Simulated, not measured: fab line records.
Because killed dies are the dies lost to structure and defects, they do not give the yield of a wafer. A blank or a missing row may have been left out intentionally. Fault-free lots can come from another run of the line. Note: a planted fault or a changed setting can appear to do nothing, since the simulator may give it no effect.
Which tool is to blame? | flow gf180mcu | 36 wafers from 12 lots sampled at 4 of the route's 602 steps

WHAT EACH GAUGE READ, for each wafer
GF_M1_CD_MEAS_14: the cd target is 230 nm.
lot  | measured     | on        | cd nm (nm)
L616 | day 17 16:55 | cd sem-01 | 231.3 230.7 231.3
L617 | day 17 20:35 | cd sem-02 | 229.9 230.8 231.0
L621 | day 19 04:55 | cd sem-02 | 229.8 230.3 230.0
L622 | day 20 00:11 | cd sem-02 | 231.8 230.0 230.1
L627 | day 22 00:38 | cd sem-02 | 229.1 229.2 228.7
L628 | day 22 01:50 | cd sem-01 | 231.4 229.7 231.3
L629 | day 22 05:29 | cd sem-02 | 228.4 228.4 229.1
L632 | day 23 05:02 | cd sem-02 | 228.2 229.6 228.8
L634 | day 24 00:20 | cd sem-01 | 215.2 214.6 213.9
L636 | day 24 09:40 | cd sem-01 | 212.1 213.4 212.1
L637 | day 25 02:04 | cd sem-02 | 229.2 230.3 229.7
L638 | day 25 06:04 | cd sem-02 | 231.7 231.8 231.9

GF_V1_THK_MEAS_03.
lot  | measured     | on            | V1_CVD_02_THK (nm)
L616 | day 17 17:55 | film metro-02 | 853 860 844
L617 | day 17 21:36 | film metro-04 | 827 856 835
L621 | day 19 05:56 | film metro-02 | 846 857 866
L622 | day 20 01:13 | film metro-04 | 853 840 864
L627 | day 22 01:37 | film metro-03 | 850 865 875
L628 | day 22 02:58 | film metro-02 | 856 845 875
L629 | day 22 06:31 | film metro-03 | 860 853 845
L632 | day 23 06:12 | film metro-02 | 859 847 875
L634 | day 24 01:22 | film metro-04 | 844 844 862
L636 | day 24 10:50 | film metro-03 | 854 872 846
L637 | day 25 03:05 | film metro-02 | 850 876 846
L638 | day 25 07:10 | film metro-04 | 856 861 863

WHAT TOOL EACH LOT RAN ON (gives the tool, then ch and the chambers of the sampled wafers, and finally the start)
lot  | GF_M1_SPUTTER_00             | GF_M1_PEB_12
L616 | pvd sputter-02, day 16 18:01 | litho track-02 ch 0, day 17 16:35
L617 | pvd sputter-02, day 16 20:55 | litho track-02 ch 0, day 17 20:16
L621 | pvd sputter-03, day 18 04:44 | litho track-04 ch 0, day 19 04:35
L622 | pvd sputter-02, day 18 23:16 | litho track-03 ch 0, day 19 23:50
L627 | pvd sputter-01, day 21 00:53 | litho track-02 ch 0, day 22 00:19
L628 | pvd sputter-02, day 21 01:50 | litho track-04 ch 0, day 22 01:29
L629 | pvd sputter-02, day 21 05:36 | litho track-04 ch 0, day 22 05:08
L632 | pvd sputter-02, day 22 05:40 | litho track-04 ch 0, day 23 04:41
L634 | pvd sputter-01, day 23 01:31 | litho track-04 ch 0, day 23 23:59
L636 | pvd sputter-02, day 23 11:44 | litho track-04 ch 0, day 24 09:20
L637 | pvd sputter-01, day 24 04:04 | litho track-02 ch 0, day 25 01:43
L638 | pvd sputter-03, day 24 08:22 | litho track-02 ch 0, day 25 05:43
- GF_M1_SPUTTER_00: material Ti, target thk 37.5 nm, time 150 s.
- GF_M1_PEB_12: peb time 90 s.

AS READ BY THE TOOLS THEMSELVES (means over the sampled wafers that have a number; for cases with no such wafer, the mark the record gives instead)
GF_M1_SPUTTER_00.
lot  | tool           | throttle valve pct (%)
L616 | pvd sputter-02 | 29.3
L617 | pvd sputter-02 | 29.2
L621 | pvd sputter-03 | 29.3
L622 | pvd sputter-02 | 29.8
L627 | pvd sputter-01 | 29.9
L628 | pvd sputter-02 | 29.6
L629 | pvd sputter-02 | 30.0
L632 | pvd sputter-02 | 29.5
L634 | pvd sputter-01 | 29.9
L636 | pvd sputter-02 | 30.7
L637 | pvd sputter-01 | 29.9
L638 | pvd sputter-03 | 29.4

GF_M1_PEB_12.
lot  | tool           | heater power total W (W) | plate temp C (C)
L616 | litho track-02 | 85.77                    | 134.71
L617 | litho track-02 | 85.73                    | 135.01
L621 | litho track-04 | 85.72                    | 135.16
L622 | litho track-03 | 85.67                    | 135.05
L627 | litho track-02 | 85.56                    | 135.26
L628 | litho track-04 | 85.70                    | 135.15
L629 | litho track-04 | 85.76                    | 135.25
L632 | litho track-04 | 85.67                    | 134.88
L634 | litho track-04 | 92.64                    | 143.39
L636 | litho track-04 | 92.67                    | 143.32
L637 | litho track-02 | 85.68                    | 135.00
L638 | litho track-02 | 85.76                    | 135.29

THE ANSWER, worked out from the rows above alone
Rule: usual is defined by the lots themselves. Put in order of their means at a reading, lots are off if they are a third of the lots or fewer, leave a main group of 4 or more, and stand apart from it by a gap of 3 or more times the standard deviation of the main group's means; of several such gaps the widest counts. Not used: any main group whose means are identical at the precision the tables above print for the reading. A lot without any number at a reading at which 4 lots or more have one is off too. The other lots that the step has rows for count as sound. Order of review: gauges by route order, followed by the tools' own readings, for which a lot's mean as printed above is used. The first step at which some lot is off is used, and at that step the reading that is off furthest; a lot without a number counts as furthest.
Off: L634, L636, at GF_M1_CD_MEAS_14 (cd nm). The main group has a mean of 230.1 nm with a standard deviation of 1.
A tool fits if, at a process step before that reading, it ran every lot that is off, and no sound lot after the first of them. The gauges at GF_M1_CD_MEAS_14 aren't tried: what is off there is off at GF_M1_PEB_12 too, on other tools, and a gauge's error can't cause that. One fits: GF_M1_PEB_12 on litho track-04. A fault onset in the window from L632 (day 23 04:41, its last sound lot) to L634 (day 23 23:59, its first lot off) fits.
The tool's own readings at GF_M1_PEB_12 bear it out: on the lots that are off they differ by more than 5 times the standard deviation of the sound lots' means. heater power total W reads 92.66 W there against 85.70 W on the sound lots; plate temp C reads 143.35 C there against 135.08 C on the sound lots.

WHAT THE SIMULATOR HAD INSERTED
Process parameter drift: litho track-04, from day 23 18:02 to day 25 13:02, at GF_M1_PEB_12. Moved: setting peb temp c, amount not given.
Struck lots among those shown: L634, L636. The rule above found the same.
